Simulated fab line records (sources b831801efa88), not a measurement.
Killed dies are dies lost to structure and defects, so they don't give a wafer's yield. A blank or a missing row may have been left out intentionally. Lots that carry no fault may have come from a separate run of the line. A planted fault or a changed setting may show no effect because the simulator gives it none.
Which tool did it? -- flow gf180mcu -- Sampling: 10 lots, 30 wafers, 6 of 602 route steps

## WHAT THE GAUGES SHOWED, per wafer
GF_V2_THK_MEAS_01.
lot,measured,on,V2_CVD_00_THK (nm)
L149,day 19 09:46,film metro-02,588 593 581
L150,day 19 19:23,film metro-01,606 606 607
L151,day 20 10:10,film metro-01,600 605 604
L156,day 22 04:50,film metro-01,601 603 600
L162,day 24 01:52,film metro-01,599 596 597
L164,day 24 20:55,film metro-01,587 592 584
L165,day 25 04:17,film metro-02,585 598 589
L169,day 26 09:27,film metro-01,600 587 599
L171,day 27 01:35,film metro-03,590 596 591
L172,day 27 08:21,film metro-03,597 600 603

GF_V2_CD_MEAS_14: the cd target is 260 nm.
lot,measured,on,cd nm (nm)
L149,day 20 10:28,cd sem-01,260.2 258.6 260.9
L150,day 20 19:51,cd sem-01,259.8 261.0 260.0
L151,day 21 10:43,cd sem-01,260.2 257.9 259.9
L156,day 23 04:39,cd sem-01,257.9 257.9 258.6
L162,day 25 00:04,cd sem-02,260.7 260.8 261.1
L164,day 25 18:28,cd sem-01,258.7 259.5 258.9
L165,day 26 02:09,cd sem-01,261.3 260.5 262.6
L169,day 27 07:01,cd sem-02,260.8 260.2 260.8
L171,day 27 21:26,cd sem-02,262.0 260.9 259.7
L172,day 28 04:32,cd sem-01,260.7 260.9 260.5

GF_V2_RS_MEAS_24: uses a four-point probe to measure.
lot,measured,on,V2_W_RS (ohm/sq)
L149,day 20 11:32,film metro-01,0.333 0.332 0.327
L150,day 20 20:53,film metro-03,0.334 0.336 0.331
L151,day 21 11:45,film metro-03,0.328 0.323 0.328
L156,day 23 05:45,film metro-03,0.328 0.331 0.324
L162,day 25 01:05,film metro-01,0.249 0.246 0.251 0.248 0.246 0.251
L164,day 25 19:29,film metro-02,0.244 0.245 0.248 0.245 0.246 0.248
L165,day 26 03:11,film metro-03,0.321 0.318 0.324
L169,day 27 08:05,film metro-03,0.323 0.321 0.323
L171,day 27 22:30,film metro-02,0.322 0.324 0.327
L172,day 28 05:34,film metro-01,0.327 0.326 0.327

GF_V2_THK_MEAS_25: measures by xrf.
lot,measured,on,V2_W_THK (nm)
L149,day 20 11:38,film metro-01,347 346 353
L150,day 20 21:01,film metro-03,350 347 352
L151,day 21 11:52,film metro-03,352 359 353
L156,day 23 05:52,film metro-03,358 354 363
L162,day 25 03:50,film metro-01,471 476 468 476 478 464
L164,day 26 08:03,film metro-02,472 475 463 471 472 464
L165,day 26 03:18,film metro-03,362 363 356
L169,day 27 08:11,film metro-03,359 364 359
L171,day 27 22:37,film metro-02,358 355 351
L172,day 28 05:40,film metro-01,352 356 356

## WHAT TOOL EACH LOT RAN ON (gives the tool, then ch and the chambers of the sampled wafers, and finally the start)
lot,GF_V2_CVD_02,GF_V2_CVD_23
L149,"pecvd-03 ch 0,1,2, day 19 09:49","cvd w-02 ch 0,1, day 20 11:23"
L150,"pecvd-04 ch 0,1,2, day 19 19:26","cvd w-02 ch 0,1, day 20 20:46"
L151,"pecvd-03 ch 0,1, day 20 10:13","cvd w-01 ch 0,1, day 21 11:37"
L156,"pecvd-03 ch 0,2, day 22 04:53","cvd w-01 ch 0,1, day 23 05:38"
L162,"pecvd-01 ch 0,1,2, day 24 01:55","cvd w-02 ch 0,1, day 25 00:58"
L164,"pecvd-03 ch 0,2, day 24 20:58","cvd w-02 ch 0,1, day 25 19:22"
L165,"pecvd-04 ch 0,1,2, day 25 04:21","cvd w-01 ch 0,1, day 26 03:04"
L169,"pecvd-03 ch 0,1, day 26 09:30","cvd w-01 ch 1, day 27 07:57"
L171,"pecvd-03 ch 0,1,2, day 27 01:39","cvd w-01 ch 0,1, day 27 22:23"
L172,"pecvd-04 ch 0,1, day 27 08:23","cvd w-01 ch 0,1, day 28 05:26"
- GF_V2_CVD_02: deposits SiO2 from TEOS, target thk 850 nm, time 94.851 s.
- GF_V2_CVD_23: deposits W, target thk 350 nm, time 104.94 s.

## AS READ BY THE TOOLS THEMSELVES (means over the sampled wafers that have a number; for cases with no such wafer, the mark the record gives instead)
GF_V2_CVD_02.
lot,tool,heater power outer w (W),heater power w (W),rf fwd power W (W),susceptor temp C (C)
L149,pecvd-03,383,661,598.4,400.03
L150,pecvd-04,394,663,594.8,400.04
L151,pecvd-03,400,663,595.8,399.97
L156,pecvd-03,410,706,595.3,399.90
L162,pecvd-01,335,608,595.9,399.92
L164,pecvd-03,396,698,596.1,400.21
L165,pecvd-04,405,676,597.0,399.83
L169,pecvd-03,383,633,594.1,400.07
L171,pecvd-03,425,703,593.6,400.09
L172,pecvd-04,364,625,595.7,400.00

GF_V2_CVD_23.
lot,tool,heater power outer w (W),heater power w (W),susceptor temp C (C)
L149,cvd w-02,569,887,400.21
L150,cvd w-02,557,877,399.99
L151,cvd w-01,529,875,400.04
L156,cvd w-01,528,866,400.20
L162,cvd w-02,623,996,416.18
L164,cvd w-02,640,1011,416.39
L165,cvd w-01,529,893,399.93
L169,cvd w-01,543,863,400.10
L171,cvd w-01,530,914,399.84
L172,cvd w-01,536,903,399.90

## THE ANSWER, worked out from the rows above alone
Rule: the lots themselves supply what counts as usual. Put in order of their means at a reading, lots are off if they are a third of the lots or fewer, leave a main group of 4 or more, and stand apart from it by a gap of 3 or more times the standard deviation of the main group's means; of several such gaps the widest counts. Not used: any main group whose means are identical at the precision the tables above print for the reading. Also off: a lot with no number at a reading for which 4 or more lots have one. Any other lot the step has rows for is counted as sound. The gauges are gone through in route order, then the tools' own readings, and for those a lot's mean is taken as printed above. At the first step where some lot is off, the reading lying furthest off is the one used; lots without a number count as furthest.
Off: L162, L164, at GF_V2_RS_MEAS_24 (V2_W_RS). Mean 0.327 ohm/sq and standard deviation 0.0039 in the main group.
A tool fits if, at a process step before that reading, it ran every lot that is off, and no sound lot after the first of them. The gauges at GF_V2_RS_MEAS_24 aren't tried: what is off there is off at GF_V2_CVD_23 too, on other tools, and a gauge's error can't cause that. One fits: GF_V2_CVD_23 on cvd w-02. A fault onset in the window from L150 (day 20 20:46, its last sound lot) to L162 (day 25 00:58, its first lot off) fits.
The tool's own readings at GF_V2_CVD_23 bear it out: on the lots that are off they differ by more than 5 times the standard deviation of the sound lots' means. heater power outer w reads 632 W there against 540 W on the sound lots; heater power w reads 1004 W there against 885 W on the sound lots; susceptor temp C reads 416.28 C there against 400.03 C on the sound lots.

## WHAT WAS PUT IN BY THE SIMULATOR
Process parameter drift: cvd w-02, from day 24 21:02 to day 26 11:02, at GF_V2_CVD_23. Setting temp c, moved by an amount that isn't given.
Shown lots that were struck: L162, L164. The same result came from the rule above.
